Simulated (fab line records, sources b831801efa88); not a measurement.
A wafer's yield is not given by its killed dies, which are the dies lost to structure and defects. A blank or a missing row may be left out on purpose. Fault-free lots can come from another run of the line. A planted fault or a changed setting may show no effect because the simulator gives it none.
Split-lot trial + flow sky130 + 5 lots, 23 wafers read, on a route of 708 steps

THE SPLIT
At SKY_VIA2_HDPCVD_00 (deposits SiO2, target thk 1180 nm, time 196.7 s), the setting time_s was moved away from the recipe's 196.7 s on 6 of the 23 wafers read, by -8.3% to +10.8%. The other wafers ran this setting at the recipe's value.

There is no step in the file separating the split from the reading.

THE READING
VIA2_HDPCVD_THK in nanometres, read at SKY_VIA2_THK_MEAS_01. Fault-free wafers of this fab line usually give 1182 nm, standard deviation 12 nm.

| wafer  | tool, chamber at the split | time_s as run, s | against the recipe | VIA2_HDPCVD_THK, nm | against lot-mates on the recipe |
|--------|----------------------------|------------------|--------------------|---------------------|---------------------------------|
| L078.2 | hdpcvd-02, 2               | 196.7            | recipe             | 1201                | -                               |
| L078.4 | hdpcvd-02, 1               | 196.7            | recipe             | 1183                | -                               |
| L078.6 | hdpcvd-02, 2               | 196.7            | recipe             | 1189                | -                               |
| L079.1 | hdpcvd-01, 2               | 196.7            | recipe             | 1169                | -                               |
| L079.2 | hdpcvd-01, 1               | 196.7            | recipe             | 1206                | -                               |
| L079.3 | hdpcvd-01, 0               | 180.3            | -8.3%              | 1066                | -121                            |
| L079.5 | hdpcvd-01, 0               | 180.3            | -8.3%              | 1091                | -96                             |
| L079.6 | hdpcvd-01, 2               | 196.7            | recipe             | 1185                | -                               |
| L081.1 | hdpcvd-02, 0               | 196.7            | recipe             | 1168                | -                               |
| L081.2 | hdpcvd-02, 2               | 196.7            | recipe             | 1171                | -                               |
| L081.3 | hdpcvd-02, 1               | 217.9            | +10.8%             | 1300                | +126                            |
| L081.5 | hdpcvd-02, 0               | 196.7            | recipe             | 1183                | -                               |
| L081.6 | hdpcvd-02, 1               | 217.9            | +10.8%             | 1296                | +122                            |
| L082.1 | hdpcvd-01, 1               | 196.7            | recipe             | 1207                | -                               |
| L082.3 | hdpcvd-01, 2               | 196.7            | recipe             | 1191                | -                               |
| L082.4 | hdpcvd-01, 0               | 196.7            | recipe             | 1187                | -                               |
| L082.5 | hdpcvd-01, 1               | 207.6            | +5.5%              | 1262                | +67                             |
| L082.6 | hdpcvd-01, 2               | 207.6            | +5.5%              | 1232                | +37                             |
| L084.1 | hdpcvd-02, 0               | 196.7            | recipe             | 1185                | -                               |
| L084.2 | hdpcvd-02, 2               | 196.7            | recipe             | 1190                | -                               |
| L084.3 | hdpcvd-02, 1,2             | 196.7            | recipe             | 1183                | -                               |
| L084.5 | hdpcvd-02, 1,2             | 196.7            | recipe             | 1183                | -                               |
| L084.6 | hdpcvd-02, 0               | 196.7            | recipe             | 1183                | -                               |
Rows listing several chambers each stand for several wafers; the file does not say which wafer went through which chamber.

THE FIT
A straight line over all 23 wafers: VIA2_HDPCVD_THK changes by +11.4 nm for each +1% of time_s; r = +0.97; the points scatter about the line by 12 nm.
The same after taking each lot's own level away (the mean of its wafers on the recipe; 23 wafers): +11.8 nm for each +1%; r = +0.98; scatter 11 nm.
That fit puts the effect of the largest move of time_s on the reading at 1.3e+02 nm.
The span of the lots' own levels, 1174.0 to 1195.0 nm, comes to 1.8 times the standard deviation stated above.
So the lot-to-lot level changes the slope little: the two slopes agree.
Check: with one of the wafers moved furthest among these (+10.8%) left out of the fit, the line predicts +124 nm for it against its lot-mates. It came out at +126 nm against them.

THE OTHER SPLITS THESE WAFERS WENT THROUGH
Other splits were also applied to these wafers ahead of the reading. Each is held against what the fit with the lots' levels taken away leaves over:
| other split on the same wafers   | wafers away from the commonest value | r with VIA2_HDPCVD_THK (lot level and that fit taken away) |
|----------------------------------|--------------------------------------|------------------------------------------------------------|
| SKY_METAL1_COAT_10 resist_thk_nm | 5                                    | +0.25                                                      |
| SKY_METAL2_SPUTTER_01 power_w    | 9                                    | +0.27                                                      |
| SKY_METAL2_SPUTTER_04 power_w    | 8                                    | -0.07                                                      |

THE WHOLE CHAIN: every reading that the file lists as answering this split, in the file's order
| step                 | what it does                                    | reading                                                                        | change (the file's fit)              | r (the file's) |
|----------------------|-------------------------------------------------|--------------------------------------------------------------------------------|--------------------------------------|----------------|
| SKY_VIA2_HDPCVD_00   | deposits SiO2, target thk 1180 nm, time 196.7 s | SiO2_of_VIA2_HDPCVD_00.thk_nm (the simulator's own value, which no gauge read) | +11.7 nm for each +1% of the setting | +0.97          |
| SKY_VIA2_THK_MEAS_01 |                                                 | VIA2_HDPCVD_THK                                                                | +11.7 for each +1% of the setting    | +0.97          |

FILE'S OWN FIT
VIA2_HDPCVD_THK changes by +11.7 nm for each +1% of time_s, r = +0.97.
